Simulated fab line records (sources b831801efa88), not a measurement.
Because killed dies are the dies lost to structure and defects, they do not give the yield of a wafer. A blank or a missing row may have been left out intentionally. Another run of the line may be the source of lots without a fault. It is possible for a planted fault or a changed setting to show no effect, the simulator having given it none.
Matching of chambers + flow sfq_line + SFQ_TRILAYER_I3_CMP_CMP_082 on cmp-01 has 4 sister chambers
The step polishes SiO2. 7 wafers are shown with their chamber, then 7 later ones without.

## WAFERS, EACH WITH ITS CHAMBER
| wafer  | chamber | motor_current_A (A) | edge_zone_pressure_frac |
|--------|---------|---------------------|-------------------------|
| L171.4 | 3       | 11.5                | 0.995                   |
| L171.6 | 3       | 11.5                | 0.997                   |
| L177.2 | 1       | 9.3                 | 0.997                   |
| L177.4 | 0       | 11.8                | 0.996                   |
| L177.6 | 2       | 11.1                | 1.006                   |
| L178.3 | 1       | 9.6                 | 0.989                   |
| L178.5 | 0       | 12.1                | 1.003                   |

## WAFERS WITH NO CHAMBER GIVEN
| wafer  | motor_current_A (A) | edge_zone_pressure_frac |
|--------|---------------------|-------------------------|
| L178.6 | 11.8                | 0.998                   |
| L179.2 | 9.4                 | 1.001                   |
| L179.5 | 11.3                | 0.998                   |
| L179.6 | 11.7                | 1.001                   |
| L180.1 | 11.7                | 1.016                   |
| L180.2 | 9.8                 | 1.010                   |
| L180.5 | 11.9                | 0.996                   |

## WHICH CHAMBER EACH WENT THROUGH
| wafer  | from the rows above          | in truth |
|--------|------------------------------|----------|
| L178.6 | can't be placed: 0 or 3      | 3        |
| L179.2 | 1                            | 1        |
| L179.5 | can't be placed: 3 or 2      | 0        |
| L179.6 | can't be placed: 0 or 3      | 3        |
| L180.1 | can't be placed: 0 or 2 or 3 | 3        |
| L180.2 | 1                            | 1        |
| L180.5 | can't be placed: 0 or 3      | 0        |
Correctly placed: 2 of 7. Can't be placed from these rows: 5 (the true chamber is among the candidates in 4). Number placed wrongly: 0.
How it was worked out, from the rows above alone: a wafer's distance from a chamber is the root of the sum, over the readings, of the square of ((its reading less the chamber's mean) divided by the reading's scatter). The wafer belongs to the nearest chamber; if the next one is less than 2 further off, it can't be placed. A chamber's mean is the mean of its shown wafers. The scatter: take each reading less its chamber's mean, square it, sum over the shown wafers, divide by the number of wafers less the number of chambers, and take the root.
